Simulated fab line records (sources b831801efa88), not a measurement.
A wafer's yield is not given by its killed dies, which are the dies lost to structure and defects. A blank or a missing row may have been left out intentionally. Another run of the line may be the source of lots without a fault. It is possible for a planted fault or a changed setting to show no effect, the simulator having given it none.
fab line records	flow sky130
record: lots: 5	wafers: 15	last-day: 50
route steps=708 shown CONTACT@412 PAD_OPEN@708
lots that met no fault: taken from a fault-free run of the same line
start-h: hours from the record's first day to the start of the lot's first wafer shown	wait-h: hours elapsed since this lot's preceding step	" as in the row above	L1.1+2: a single row standing in for several wafers	- no value present, or no start provided	* or withheld: withheld	< > ~ a bound
route shown NAME@n: a module of which the file shows steps, and the number in the route of the first	usual: average and standard deviation across the fault-free wafers	same: alike in all rows	chamber/n: place in a boat	sites: per-site readings	_std_site: standard deviation across them	_edge_site: inner sites' mean taken away from outer sites' mean	radius-mm: how far each site lies from the wafer's centre	mask NAME#n: copy n	behind: the tool/chamber that last shaped the wafer	hold: why the lot was held/for how many hours/how that ended	device: the n, p or np transistor that did not switch	end of line: the tests these same wafers got at the end of their route	for a step that has no rows: nothing shown but its recipe	killed: dies that structure and defects cost at the first sort, which is not the same as the wafer's yield	map: a wafer's dies, x killed, . not, _ none there
set.NAME: the setting that was run; set.NAME@STEP: the one run at that earlier step	model.NAME: the simulator's own value behind a step, which no gauge read
lots at some steps of the route; a table a step, a row a wafer
services: the hour from which a tool's chamber was out of use, counted from the record's first day as start-h (under 0 if before that day), plus the number of hours and why
== steps ==
step: SKY_CONTACT_DEHYDRATE_06
recipe: temp-c: 200	time-s: 60
step: SKY_CONTACT_HMDS_07
recipe: prime-time-s: 60	prime-temp-c: 120
step: SKY_CONTACT_COAT_08
recipe: resist: BARC	temp-c: withheld	time-s: withheld	spin-rpm: 3000	resist-thk-nm: 60
step: SKY_CONTACT_COAT_09
recipe: resist: KrF-thick	spin-rpm: 3000	resist-thk-nm: 450
step: SKY_CONTACT_SOFTBAKE_10
recipe: temp-c: 100	time-s: 90	resist: KrF-thick
step: SKY_CONTACT_EXPOSE_11
recipe: mask-id: CTM1	na: 0.8	source-shape: annular	sigma-inner: 0.55	sigma-outer: 0.85	target-cd-nm: 170	dose-mj: 38
step: SKY_CONTACT_PEB_12
recipe: peb-temp-c: withheld	peb-time-s: withheld	resist: KrF-thick
step: SKY_CONTACT_DEVELOP_13
recipe: develop-time-s: 60	resist: KrF-thick	dev-temp-c: 20.03
step: SKY_CONTACT_CD_MEAS_14
recipe: target-cd-nm: 170
usual: cd-nm: 169.4/1.7
lot.wafer	tool	chamber	start-h	wait-h	cd-nm
L262.2	cd-sem-01	-	791.06	-	170.3
L262.5	"	-	"	"	171.2
L262.6	"	-	"	"	171.3
L269.1	cd-sem-01	-	830.59	-	169.5
L269.2	"	-	"	"	169.9
L269.3	"	-	"	"	169.7
L273.1	cd-sem-02	-	859.48	-	169.4
L273.4	"	-	"	"	167.9
L273.5	"	-	"	"	167.7
L278.2	cd-sem-02	-	898.91	-	172.3
L278.3	"	-	"	"	172.0
L278.6	"	-	"	"	172.4
L280.1	cd-sem-01	-	906.31	-	169.8
L280.4	"	-	"	"	169.0
L280.5	"	-	"	"	168.2
step: SKY_CONTACT_OVL_MEAS_15
usual: CONTACT_OVL: -1/5.2
lot.wafer	tool	chamber	start-h	wait-h	CONTACT_OVL[nm]
L262.2	overlay-02	-	791.16	0.1	7
L262.5	"	-	"	"	-4
L262.6	"	-	"	"	-1
L269.1	overlay-01	-	830.71	0.1	-6
L269.2	"	-	"	"	-5
L269.3	"	-	"	"	-3
L273.1	overlay-01	-	859.60	0.1	-8
L273.4	"	-	"	"	3
L273.5	"	-	"	"	-12
L278.2	overlay-01	-	899.01	0.1	-3
L278.3	"	-	"	"	-4
L278.6	"	-	"	"	6
L280.1	overlay-01	-	906.43	0.1	-1
L280.4	"	-	"	"	4
L280.5	"	-	"	"	4
step: SKY_CONTACT_ETCH_16
recipe: chemistry: N2/H2	target: BARC	ion-energy-ev: 200	source-w: 500	bias-w: 100	pressure-mtorr: 30	n2-flow-sccm: 100	h2-flow-sccm: 200	stop-on: SiO2	time-s: 45.9	target-depth-a: 600
usual: bias-w: 99.96/0.3	drypump-motor-current-A: 5.7/0.51	oes-product-au: 0.854/0.0046	throttle-valve-pct: 13.225/0.0083
lot.wafer	tool	chamber	start-h	wait-h	bias-w	drypump-motor-current-A	oes-product-au	rf-hours-counter-h	throttle-valve-pct
L262.2	rie-diel-01	1	791.19	0.0	99.53	6.3	0.854	16	13.220
L262.5	"	3	"	"	100.07	5.7	0.861	-	13.226
L262.6	"	1	"	"	99.97	6.3	0.853	-	13.224
L269.1	rie-diel-03	0	830.74	0.0	99.73	6.2	0.854	3	13.220
L269.2	"	3	"	"	99.87	5.3	0.856	5	13.215
L269.3	"	2	"	"	100.48	6.1	0.852	8	13.224
L273.1	rie-diel-01	1	859.64	0.0	99.91	6.3	0.861	19	13.220
L273.4	"	0	"	"	99.95	6.0	0.853	-	13.233
L273.5	"	1	"	"	100.03	6.3	0.855	-	13.215
L278.2	rie-diel-04	2	899.04	0.0	100.26	5.1	0.851	17	13.228
L278.3	"	0	"	"	100.47	5.0	0.854	7	13.225
L278.6	"	1	"	"	99.47	6.2	0.855	-	13.239
L280.1	rie-diel-04	2	906.47	0.0	100.36	5.1	0.859	17	13.214
L280.4	"	1	"	"	100.22	6.3	0.858	1	13.223
L280.5	"	0	"	"	99.69	5.0	0.855	-	13.224
step: SKY_CONTACT_ETCH_17
recipe: target: SiO2	chemistry: C4F8/O2/Ar	stop-on: Si3N4	mask-material: KrF-thick	source-w: 1500	bias-w: 1200	pressure-mtorr: 40	c4f8-flow-sccm: withheld	O2_flow_sccm: 6	Ar_flow_sccm: 300	time-s: withheld	target-depth-a: 3400
usual: bias-w: 1200/3.4	oes-product-au: 0.891/0.0045
lot.wafer	tool	chamber	start-h	wait-h	bias-w	oes-product-au
L262.2	rie-diel-01	1	791.26	0.0	1202	0.897
L262.5	"	3	"	"	1198	0.895
L262.6	"	1	"	"	1204	0.891
L269.1	rie-diel-03	0	830.79	0.0	1190	0.897
L269.2	"	3	"	"	1197	0.891
L269.3	"	2	"	"	1196	0.889
L273.1	rie-diel-01	1	859.68	0.0	1198	0.885
L273.4	"	0	"	"	1197	0.891
L273.5	"	1	"	"	1196	0.903
L278.2	rie-diel-04	2	899.09	0.0	1208	0.900
L278.3	"	0	"	"	1205	0.886
L278.6	"	1	"	"	1200	0.888
L280.1	rie-diel-04	2	906.51	0.0	1203	0.889
L280.4	"	1	"	"	1194	0.888
L280.5	"	0	"	"	1203	0.892
step: SKY_CONTACT_ETCH_18
recipe: target: Si3N4	chemistry: CHF3/O2	stop-on: TiN	source-w: 600	bias-w: 200	pressure-mtorr: 40	chf3-flow-sccm: 50	O2_flow_sccm: 5	time-s: 39	target-depth-a: 750
usual: bias-w: 200.0/0.6	drypump-motor-current-A: 5.7/0.51	oes-product-au: 0.859/0.0071	throttle-valve-pct: 8.794/0.0092
lot.wafer	tool	chamber	start-h	wait-h	bias-w	drypump-motor-current-A	oes-product-au	rf-hours-counter-h	throttle-valve-pct	model.KrF-thick_of_CONTACT_COAT_09.thk-nm	model.TiN_of_LOCAL_INTERCONNECT_SPUTTER_00.thk-nm
L262.2	rie-diel-01	1	791	-	200.1	6.3	0.853	16	8.779	239.7	95.69
L262.5	"	3	"	"	199.3	5.7	0.860	-	8.814	248.2	95.42
L262.6	"	1	"	"	200.8	6.3	0.867	-	8.796	240.3	96.03
L269.1	rie-diel-03	0	830	-	199.7	6.2	0.860	3	8.779	242	93.83
L269.2	"	3	"	"	200.8	5.4	0.843	5	8.804	244.5	95.18
L269.3	"	2	"	"	200.4	6.1	0.849	8	8.794	239.8	94.81
L273.1	rie-diel-01	1	859	-	199.4	6.3	0.854	19	8.790	238.1	96.04
L273.4	"	0	"	"	292.1	6.0	0.867	-	8.789	235.6	94.09
L273.5	"	1	"	"	199.2	6.3	0.861	-	8.791	241.2	95.34
L278.2	rie-diel-04	2	899	-	198.8	5.1	0.852	17	8.792	245.3	95.67
L278.3	"	0	"	"	200.2	5.0	0.856	7	8.798	246.1	95.03
L278.6	"	1	"	"	200.1	6.2	0.849	-	8.798	244.4	96.72
L280.1	rie-diel-04	2	906	-	199.5	5.1	0.847	17	8.814	247	96.01
L280.4	"	1	"	"	199.5	6.3	0.859	1	8.803	245.6	96.32
L280.5	"	0	"	"	199.8	5.0	0.870	-	8.794	247.2	96.1
step: SKY_CONTACT_STRIP_19
recipe: chemistry: O2/N2	power-w: 1400	pressure-mtorr: 1500	platen-temp-c: withheld	o2-flow-sccm: 3000	n2-flow-sccm: 300	overash-fraction: 0.5
usual: drypump-motor-current-A: 5.5/0.62	oes-product-au: 0.380/0.0045	strip-time-to-endpoint-s: 3.62/0.04
lot.wafer	tool	chamber	start-h	wait-h	drypump-motor-current-A	oes-product-au	rf-hours-counter-h	strip-time-to-endpoint-s
L262.2	plasma-asher-01	1	791.39	-	5.0	0.374	26	3.58
L262.5	"	1	"	"	5.0	0.378	-	3.68
L262.6	"	0	"	"	4.8	0.381	-	3.60
L269.1	plasma-asher-04	0	830.88	-	6.4	0.384	72	3.61
L269.2	"	1	"	"	5.0	0.375	72	3.65
L269.3	"	1	"	"	4.9	0.381	-	3.58
L273.1	plasma-asher-01	0	859.77	-	4.8	0.373	34	3.54
L273.4	"	0	"	"	4.9	0.384	-	3.55
L273.5	"	1	"	"	5.0	0.380	-	3.60
L278.2	plasma-asher-03	0	899.18	-	5.9	0.378	112	3.65
L278.3	"	1	"	"	6.0	0.374	-	3.64
L278.6	"	1	"	"	6.0	0.382	-	3.63
L280.1	plasma-asher-01	0	906.60	-	4.8	0.384	38	3.66
L280.4	"	1	"	"	5.0	0.377	-	3.64
L280.5	"	0	"	"	4.8	0.386	-	3.67
step: SKY_PAD_OPEN_PROBE_99
usual: killed_at_M0_to_M3: 42/7.6	killed_at_M4_up: 3.4/2	killed-at-contacts: 24/5.9	killed-at-front-end: 16/4.5	killed-at-other: 0.4/0.58	killed-dies: 86/10	killed-open: 47/7.6	killed-short: 39/6.7
same: gross-dies: 492	killed-at-back-side: 0
lot.wafer	tool	chamber	start-h	wait-h	killed_at_M0_to_M3	killed_at_M4_up	killed-at-contacts	killed-at-front-end	killed-at-other	killed-dies	killed-open	killed-short
L262.2	prober-02	-	1119.67	0.1	34	4	20	19	1	78	48	30
L262.5	prober-02	-	1119.82	0.2	46	3	24	17	0	90	49	41
L262.6	prober-02	-	1119.87	0.2	36	4	27	12	0	79	41	38
L269.1	prober-02	-	1149.29	0.1	46	3	26	13	1	89	58	31
L269.2	prober-02	-	1149.34	0.1	34	2	25	20	0	81	49	32
L269.3	prober-02	-	1149.39	0.2	49	5	23	14	0	91	46	45
L278.2	prober-02	-	1193.63	0.1	48	0	28	12	0	88	47	41
L278.3	prober-02	-	1193.68	0.2	51	5	17	16	0	89	44	45
L278.6	prober-02	-	1193.83	0.2	40	5	22	22	0	89	49	40
L280.1	prober-02	-	1200.87	1.9	50	1	17	10	0	78	42	36
L280.4	prober-02	-	1201.02	2.0	33	5	40	14	0	92	48	44
L280.5	prober-02	-	1201.07	2.1	42	1	19	13	0	75	45	30
killed by level:class
L262.2 CONTACT:geometric-particle:open=9 VIA1:geometric-particle:open=9 POLY_GATE:geometric-particle:open=8 VIA3:geometric-particle:open=7 FIELD_ISO:geometric-particle:open=6 CONTACT:geometric-particle:short=6 METAL4:geometric-particle:short=4 METAL1:geometric-particle:short=4
L262.5 VIA1:geometric-particle:open=12 VIA2:geometric-particle:open=11 CONTACT:geometric-particle:open=7 CONTACT:geometric-particle:short=6 METAL2:geometric-particle:short=6 FIELD_ISO:geometric-particle:open=5 VIA2:geometric-particle:short=5 LI_CONTACT:geometric-particle:open=5
L262.6 CONTACT:geometric-particle:open=13 METAL2:geometric-particle:short=7 VIA1:geometric-particle:open=7 LI_CONTACT:geometric-particle:open=6 POLY_GATE:geometric-particle:short=5 VIA1:geometric-particle:short=5 CONTACT:geometric-particle:short=4 FIELD_ISO:geometric-particle:open=3
L269.1 VIA1:geometric-particle:open=14 CONTACT:geometric-particle:open=10 VIA2:geometric-particle:open=8 LI_CONTACT:geometric-particle:open=5 VIA1:geometric-particle:short=5 VIA3:geometric-particle:short=5 POLY_GATE:geometric-particle:open=4 CONTACT:geometric-particle:short=4
L269.2 LI_CONTACT:geometric-particle:open=10 CONTACT:geometric-particle:open=10 VIA1:geometric-particle:open=7 VIA3:geometric-particle:open=6 FIELD_ISO:geometric-particle:short=5 POLY_GATE:geometric-particle:short=5 VIA1:geometric-particle:short=5 VIA2:geometric-particle:open=4
L269.3 VIA1:geometric-particle:open=10 CONTACT:geometric-particle:open=10 METAL2:geometric-particle:short=10 VIA3:geometric-particle:open=7 VIA2:geometric-particle:open=7 FIELD_ISO:geometric-particle:short=4 CONTACT:geometric-particle:short=4 VIA1:geometric-particle:short=4
L278.2 LI_CONTACT:geometric-particle:open=12 VIA1:geometric-particle:open=11 METAL1:geometric-particle:short=11 VIA3:geometric-particle:open=8 LOCAL_INTERCONNECT:geometric-particle:short=5 VIA1:geometric-particle:short=5 FIELD_ISO:geometric-particle:open=4 POLY_GATE:geometric-particle:short=4
L278.3 CONTACT:geometric-particle:open=11 VIA1:geometric-particle:open=10 VIA3:geometric-particle:open=9 FIELD_ISO:geometric-particle:short=7 METAL1:geometric-particle:short=7 METAL2:geometric-particle:short=7 VIA1:geometric-particle:short=4 VIA3:geometric-particle:short=4
L278.6 VIA1:geometric-particle:open=11 LI_CONTACT:geometric-particle:open=10 METAL1:geometric-particle:short=9 FIELD_ISO:geometric-particle:short=7 VIA3:geometric-particle:open=7 CONTACT:geometric-particle:open=6 METAL2:geometric-particle:short=6 POLY_GATE:geometric-particle:open=5
L280.1 VIA3:geometric-particle:open=9 CONTACT:geometric-particle:open=9 VIA1:geometric-particle:open=8 METAL2:geometric-particle:short=7 VIA2:geometric-particle:short=5 LOCAL_INTERCONNECT:geometric-particle:short=4 VIA1:geometric-particle:short=4 METAL1:geometric-particle:short=4
L280.4 CONTACT:geometric-particle:open=16 LOCAL_INTERCONNECT:geometric-particle:short=8 VIA1:geometric-particle:open=8 FIELD_ISO:geometric-particle:short=7 CONTACT:geometric-particle:short=6 LI_CONTACT:geometric-particle:open=5 VIA2:geometric-particle:open=5 METAL4:geometric-particle:short=4
L280.5 VIA1:geometric-particle:open=11 CONTACT:geometric-particle:open=10 VIA3:geometric-particle:open=8 VIA2:geometric-particle:open=6 METAL3:geometric-particle:short=5 LI_CONTACT:geometric-particle:open=4 VIA1:geometric-particle:short=4 FIELD_ISO:geometric-particle:open=3
== services ==
tool	chamber	start-h	hours	kind
rie-diel-03	1	776.83	6.7	repair
plasma-asher-01	-	778.95	2.8	pm
rie-diel-01	0	787.15	32.6	repair
rie-diel-01	2	788.93	11.4	repair
plasma-asher-04	-	795.43	0.9	repair
plasma-asher-04	-	798.10	9.4	repair
plasma-asher-04	-	807.52	9.4	repair
rie-diel-01	0	819.71	-	clean
rie-diel-01	0	819.71	15.0	scheduled-down
rie-diel-01	0	819.71	15.0	vent-cycle
rie-diel-04	0	821.91	5.6	repair
rie-diel-01	-	832.60	1.2	repair
rie-diel-01	3	842.05	5.9	repair
rie-diel-01	1	846.89	4.7	repair
rie-diel-04	1	849.97	6.1	repair
rie-diel-01	3	851.56	-	clean
rie-diel-01	3	851.56	18.4	scheduled-down
rie-diel-01	3	851.56	18.4	vent-cycle
rie-diel-04	1	856.11	-	clean
rie-diel-03	-	857.40	9.0	repair
rie-diel-03	2	875.74	21.6	repair
rie-diel-03	-	877.02	0.2	repair
plasma-asher-04	-	884.23	14.6	pm
rie-diel-01	-	895.57	0.1	repair
== key ==
first-sign: step: SKY_CONTACT_ETCH_18	reading: bias-w	direction: up	sigmas: 99+	usual: 200.0	struck: 292.1
effect none on later readings
model-effect: step: SKY_CONTACT_ETCH_18	value: KrF-thick_of_CONTACT_COAT_09.thk-nm	without: 247.3	struck: 235.6
met-at SKY_CONTACT_ETCH_18
struck-wafers L273.4
tester-left-out L273
fault: kind: process-parameter-drift	tool: rie-diel-01	chamber: 0	onset-h: 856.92	steps: SKY_CONTACT_ETCH_18	channel: bias-w	offset: 92.19	shape: step	end-h: 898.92	acts-in: these-recipes-only	stated: 200
tester-left-out: of these lots the tester's yield and bins aren't shown, on N5 and GAA mostly nor the transistor test; their killed dies are dies lost to structure and defects alone, not to doping, threshold or leakage, so they don't give the yield
